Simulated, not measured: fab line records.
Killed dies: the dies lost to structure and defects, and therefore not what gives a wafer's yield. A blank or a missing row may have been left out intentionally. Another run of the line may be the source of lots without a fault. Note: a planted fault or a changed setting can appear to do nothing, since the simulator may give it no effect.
fab line records ; flow sky130
record lots=5; wafers=15; last_day=50
route steps=708 shown VIA3@590
lots untouched by any fault: they come from a run of this same line in which no faults occurred
start_h: start of the lot's first displayed wafer, in hours after the record's first day ; wait_h: time in hours since the lot's previous step ; " repeats the value in the row above ; L1.1+2: one row covering several wafers at once ; - no value present, or no start provided ; * or withheld: withheld ; < > ~ a bound
route shown NAME@n: names a module that has steps shown in the file, with the first one's number in the route ; usual: average and standard deviation across the fault-free wafers ; same: alike in all rows ; chamber/n: place in a boat ; sites: readings site by site ; _std_site: their standard deviation ; _edge_site: outer sites' mean less inner sites' ; radius_mm: for every site, how far away it sits from the centre of the wafer ; mask NAME#n: copy n ; behind: the most recent tool/chamber to have shaped the wafer ; hold: why the lot went on hold/how many hours it stayed there/how the hold came to an end ; device: transistor that didn't switch, given as n, p or np ; end of line: the route-end tests of the same wafers ; for a step that has no rows: nothing shown but its recipe ; killed: count of dies lost to structure and defects at first sort (not the wafer's yield) ; map: dies across one wafer; x = killed, . = not, _ = none there
set.NAME: setting as actually run; set.NAME@STEP: the setting as run at that earlier step ; model.NAME: the simulator's own value behind a step, which no gauge read
certain route steps with their lots: each step a table, each wafer a row
services: from which hour (start_h, from the record's first day; less than 0 if before it) a tool's chamber was out of use, for how many hours, and why
## steps
# step SKY_VIA3_STRIP_17
# recipe chemistry=post_etch_residue_remover; time_s=1200; temp_c=72.5
lot.wafer;tool;chamber;start_h;wait_h
L079.1+3+6;wet_bench-02;0;956.19;0.1
L083.3+5+6;wet_bench-02;0;983.44;0.0
L085.2+3+6;wet_bench-02;3;1003.79;0.1
L091.4+5+6;wet_bench-02;1;1042.23;0.0
L097.2+3+5;wet_bench-01;3;1080.69;0.1
# step SKY_VIA3_CLEAN_18
# recipe chemistry=IPA; time_s=180; temp_c=25
lot.wafer;tool;chamber;start_h;wait_h
L079.1+3+6;wet_bench-03;2;956.53;0.0
L083.3+5+6;wet_bench-03;0;983.81;0.0
L085.2+3+6;wet_bench-01;2;1004.13;0.0
L091.4+5+6;wet_bench-01;3;1042.57;0.0
L097.2+3+5;wet_bench-01;1;1081.03;0.0
# step SKY_VIA3_CLEAN_19
# recipe chemistry=O3/DIW; dry=n2_spin
lot.wafer;tool;chamber;start_h;wait_h
L079.1+3+6;wet_bench-02;0;956.59;0.0
L083.3+5+6;wet_bench-01;1;983.87;0.0
L085.2+3+6;wet_bench-02;1;1004.19;0.0
L091.4+5+6;wet_bench-03;3;1042.63;0.0
L097.2+3+5;wet_bench-02;0;1081.09;0.0
# step SKY_VIA3_SPUTTER_20
# recipe material=TiN; target_thk_nm=20; chamber_pressure_pa=5; power_w=4000; time_s=80
# usual throttle_valve_pct=30.0/0.93
lot.wafer;tool;chamber;start_h;wait_h;throttle_valve_pct
L079.1;pvd_sputter-02;-;956.68;0.0;29.4
L079.3;pvd_sputter-02;-;956.68;0.0;29.0
L079.6;pvd_sputter-02;-;956.68;0.0;31.5
L083.3;pvd_sputter-01;-;983.96;0.0;30.0
L083.5;pvd_sputter-01;-;983.96;0.0;30.5
L083.6;pvd_sputter-01;-;983.96;0.0;31.2
L085.2;pvd_sputter-04;-;1004.28;0.0;29.5
L085.3;pvd_sputter-04;-;1004.28;0.0;31.0
L085.6;pvd_sputter-04;-;1004.28;0.0;30.9
L091.4;pvd_sputter-04;-;1042.72;0.0;30.6
L091.5;pvd_sputter-04;-;1042.72;0.0;31.0
L091.6;pvd_sputter-04;-;1042.72;0.0;29.4
L097.2;pvd_sputter-04;-;1081.18;0.0;31.2
L097.3;pvd_sputter-04;-;1081.18;0.0;29.4
L097.5;pvd_sputter-04;-;1081.18;0.0;31.2
# step SKY_VIA3_CVD_21
# recipe material=W; target_thk_nm=390; time_s=117.31; temp_c=400; pressure_torr=40
# usual heater_power_w=901/79; susceptor_temp_C=400.03/0.2
lot.wafer;tool;chamber;start_h;wait_h;heater_power_w;susceptor_temp_C
L079.1;cvd_w-02;0;956.75;0.0;913;400.16
L079.3;cvd_w-02;1;956.75;0.0;996;400.09
L079.6;cvd_w-02;0;956.75;0.0;904;400.05
L083.3;cvd_w-02;1;984.07;0.1;999;399.86
L083.5;cvd_w-02;0;984.07;0.1;917;400.08
L083.6;cvd_w-02;1;984.07;0.1;977;399.89
L085.2;cvd_w-01;1;1004.35;0.0;848;400.07
L085.3;cvd_w-01;1;1004.35;0.0;858;400.19
L085.6;cvd_w-01;1;1004.35;0.0;880;400.22
L091.4;cvd_w-02;1;1042.82;0.1;974;399.64
L091.5;cvd_w-02;1;1042.82;0.1;982;400.03
L091.6;cvd_w-02;0;1042.82;0.1;913;400.23
L097.2;cvd_w-01;0;1081.25;0.0;796;400.05
L097.3;cvd_w-01;1;1081.25;0.0;878;400.07
L097.5;cvd_w-01;0;1081.25;0.0;777;400.30
# step SKY_VIA3_RS_MEAS_22
# recipe thk_meas_gauge=four-point-probe; reads=W_of_VIA3_CVD_21+TiN_of_VIA3_SPUTTER_20
# usual VIA3_W_RS=0.2924/0.0028
lot.wafer;tool;chamber;start_h;wait_h;VIA3_W_RS[ohm/sq]
L079.1;film_metro-01;-;956.87;0.1;0.2925
L079.3;film_metro-01;-;956.87;0.1;0.2904
L079.6;film_metro-01;-;956.87;0.1;0.2892
L083.3;film_metro-02;-;984.19;0.1;0.2925
L083.5;film_metro-02;-;984.19;0.1;0.2921
L083.6;film_metro-02;-;984.19;0.1;0.2936
L085.2;film_metro-03;-;1004.49;0.1;0.2934
L085.3;film_metro-03;-;1004.49;0.1;0.2953
L085.6;film_metro-03;-;1004.49;0.1;0.2941
L091.4;film_metro-01;-;1042.96;0.1;0.2906
L091.5;film_metro-01;-;1042.96;0.1;0.2943
L091.6;film_metro-01;-;1042.96;0.1;0.2929
L097.2;film_metro-01;-;1081.39;0.1;0.2935
L097.3;film_metro-01;-;1081.39;0.1;0.2982
L097.5;film_metro-01;-;1081.39;0.1;0.2936
# step SKY_VIA3_THK_MEAS_23
# recipe thk_meas_gauge=xrf; reads=W_of_VIA3_CVD_21
# usual VIA3_W_THK=404/5.7
lot.wafer;tool;chamber;start_h;wait_h;VIA3_W_THK[nm]
L079.1;film_metro-01;-;956.99;0.1;407
L079.3;film_metro-01;-;956.99;0.1;408
L079.6;film_metro-01;-;956.99;0.1;412
L083.3;film_metro-02;-;984.29;0.1;397
L083.5;film_metro-02;-;984.29;0.1;397
L083.6;film_metro-02;-;984.29;0.1;394
L085.2;film_metro-03;-;1004.60;0.1;403
L085.3;film_metro-03;-;1004.60;0.1;399
L085.6;film_metro-03;-;1004.60;0.1;403
L091.4;film_metro-01;-;1043.05;0.1;405
L091.5;film_metro-01;-;1043.05;0.1;402
L091.6;film_metro-01;-;1043.05;0.1;398
L097.2;film_metro-01;-;1081.50;0.1;394
L097.3;film_metro-01;-;1081.50;0.1;389
L097.5;film_metro-01;-;1081.50;0.1;396
## services
tool;chamber;start_h;hours;kind
pvd_sputter-01;0;972.91;-;consumable_replace:kit
pvd_sputter-01;0;972.91;18.0;scheduled_down
pvd_sputter-01;0;972.91;18.0;vent_cycle
pvd_sputter-04;3;1015.62;-;consumable_replace:kit
pvd_sputter-04;3;1015.62;18.0;scheduled_down
pvd_sputter-04;3;1015.62;18.0;vent_cycle
wet_bench-02;-;1022.74;8.8;repair
cvd_w-01;-;1058.18;2.8;pm
pvd_sputter-04;-;1069.11;2.1;repair
wet_bench-03;-;1078.93;1.9;pm
pvd_sputter-02;2;1080.30;-;consumable_replace:kit
pvd_sputter-02;2;1080.30;18.0;scheduled_down
pvd_sputter-02;2;1080.30;18.0;vent_cycle
## key
fault none
